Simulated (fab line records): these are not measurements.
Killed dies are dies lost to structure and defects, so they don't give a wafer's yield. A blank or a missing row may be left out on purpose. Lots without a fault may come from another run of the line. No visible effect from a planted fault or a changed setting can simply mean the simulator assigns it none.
A lot that was struck, set against a sound lot || flow sky130 || 14 out of 708 route steps
Sound: wafers L467.2, L467.4, L467.6. Struck: wafers L459.3, L459.5, L459.6. The cause comes at the end.
Order at every step that has rows: each side's tool, ch and its chambers, its first start. Under that, the readings that differ: sound wafers || struck wafers || difference of the means || sigmas: that difference in standard deviations of wafers without a fault.
alike: same words and numbers on both sides, and readings whose means sit less than 2 such deviations apart. not compared: any withheld reading, any reading some wafer has no value for, any bound like >300 that may hide the same value, and any number with overlapping values for which the record gives no deviation.
A row with sigmas, a row that says differs or no value, or rows on one side alone: a step with any of these is where the two part. Numbers that don't overlap but have no deviation are shown without sigmas and don't part them. A reading missing from all wafers of one side parts the sides only when that side holds two or more wafers.

SKY_METAL3_SPUTTER_02: material AlCu, target thk 735 nm, time 39.1 s.
  sound on pvd sputter-02 at day 40 01:38; struck on pvd sputter-04 at day 38 09:01
  alike: cathode dc power W, throttle valve pct
SKY_METAL3_SPUTTER_03: material Ti, target thk 5 nm, time 3.3 s.
  sound on pvd sputter-02 at day 40 01:40; struck on pvd sputter-04 at day 38 09:03
  alike: cathode dc power W, throttle valve pct
SKY_METAL3_SPUTTER_04: material TiN, target thk 70 nm, time 58.3 s.
  sound on pvd sputter-02 at day 40 01:41; struck on pvd sputter-04 at day 38 09:04
  alike: cathode dc power W, throttle valve pct
SKY_CAPM_CVD_00: deposits SiO2, target thk 15.5 nm.
  sound on pecvd-02 ch 0,2, day 40 01:44; struck on pecvd-02 ch 0,1,2, day 38 09:07
  alike: heater power outer w, heater power w
SKY_CAPM_THK_MEAS_01:
  sound on film metro-03 at day 40 01:46; struck on film metro-03 at day 38 09:09
  alike: CAPM_CVD_00_THK
SKY_CAPM_SPUTTER_02: material TiN, target thk 200 nm, time 166.7 s.
  sound on pvd sputter-03 at day 40 01:49; struck on pvd sputter-03 at day 38 09:11
  alike: cathode dc power W, throttle valve pct
SKY_CAPM_RS_MEAS_03: measurement is done with a four-point probe.
  sound on film metro-01 at day 40 01:56; struck on film metro-01 at day 38 09:20
  alike: CAPM_TIN_RS
SKY_CAPM_THK_MEAS_04: measures by xrf.
  sound on film metro-01 at day 40 02:03; struck on film metro-01 at day 38 09:26
  alike: CAPM_TIN_THK
then, 4 steps without rows for these wafers: SKY_CAPM_DEHYDRATE_05 (time 60 s); SKY_CAPM_HMDS_06 (prime time 60 s); SKY_CAPM_COAT_07 (resist thk 1140 nm); SKY_CAPM_SOFTBAKE_08 (time 60 s).
SKY_CAPM_EXPOSE_09: exposes mask CAPM, target cd 1000 nm.
  sound on iline stepper-01 ch 0, day 40 13:55; struck on iline stepper-02, day 38 21:49
  no value came back on the struck wafers for exposure dose mJ cm2, focus offset nm (nm), stage vel mm s (mm/s); on the sound wafers exposure dose mJ cm2 reads 158.95 159.02 158.85
  alike: mask
after that, 1 step had no rows for these wafers: SKY_CAPM_PEB_10.

== WHERE THEY PART ==
Only at SKY_CAPM_EXPOSE_09, within this record.

WHY: what the simulator had put in
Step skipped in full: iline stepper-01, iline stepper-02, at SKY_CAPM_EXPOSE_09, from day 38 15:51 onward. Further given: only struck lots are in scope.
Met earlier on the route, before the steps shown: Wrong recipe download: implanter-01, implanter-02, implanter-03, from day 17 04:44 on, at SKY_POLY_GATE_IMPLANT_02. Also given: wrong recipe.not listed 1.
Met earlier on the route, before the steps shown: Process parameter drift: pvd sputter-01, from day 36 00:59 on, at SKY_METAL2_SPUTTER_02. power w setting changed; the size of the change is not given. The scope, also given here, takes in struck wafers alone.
